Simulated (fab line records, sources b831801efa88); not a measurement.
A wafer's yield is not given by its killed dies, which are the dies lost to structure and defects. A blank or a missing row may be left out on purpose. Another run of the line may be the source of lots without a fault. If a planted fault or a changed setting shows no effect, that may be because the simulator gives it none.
Which tool did it? | flow sky130 | 17 wafers from 6 lots sampled at 2 of the route's 708 steps

== WHAT THE GAUGES SHOWED, per wafer ==
SKY_SD_N_RS_MEAS_17: uses a four-point probe to measure.
lot  | measured     | on            | SD_P_RS (ohm/sq)
L490 | day 27 22:16 | film_metro-02 | 147.9 147.5 147.5
L494 | day 29 10:53 | film_metro-02 | 147.0 147.4 146.9
L497 | day 30 17:11 | film_metro-01 | 146.6 147.2 147.2
L500 | day 31 14:52 | film_metro-01 | 146.8 146.9
L509 | day 35 14:35 | film_metro-01 | 147.0 147.2 147.5
L510 | day 36 03:02 | film_metro-01 | 147.6 147.3 147.6

== TOOL THAT RAN EACH LOT (tool first, then ch and the chambers of the sampled wafers, then the start) ==
lot  | SKY_SD_P_STRIP_10
L490 | plasma_asher-01 ch 0,1, day 25 11:35
L494 | plasma_asher-01 ch 0,1, day 27 02:19
L497 | plasma_asher-02 ch 0,1, day 28 09:05
L500 | plasma_asher-02 ch 0, day 29 07:16
L509 | plasma_asher-01 ch 0,1, day 33 10:47
L510 | plasma_asher-02 ch 0,1, day 33 22:19
- SKY_SD_P_STRIP_10: strips in O2/N2.

== THE ANSWER, worked out from the rows above alone ==
Rule: what is usual is taken from the lots themselves. The widest of any qualifying gaps counts: lots, ordered by their means at a reading, are off when they make up no more than a third of the lots, leave a main group of 4 or more, and stand apart from it by 3 or more times the standard deviation of that group's means. If all means in a main group match to the digits the tables above print for the reading, that group is not used. Also off: a lot with no number at a reading for which 4 or more lots have one. All remaining lots with rows at the step are treated as sound.
Nothing can be told from this: no lot is off at any reading shown.

== WHAT HAD BEEN PUT IN BY THE SIMULATOR ==
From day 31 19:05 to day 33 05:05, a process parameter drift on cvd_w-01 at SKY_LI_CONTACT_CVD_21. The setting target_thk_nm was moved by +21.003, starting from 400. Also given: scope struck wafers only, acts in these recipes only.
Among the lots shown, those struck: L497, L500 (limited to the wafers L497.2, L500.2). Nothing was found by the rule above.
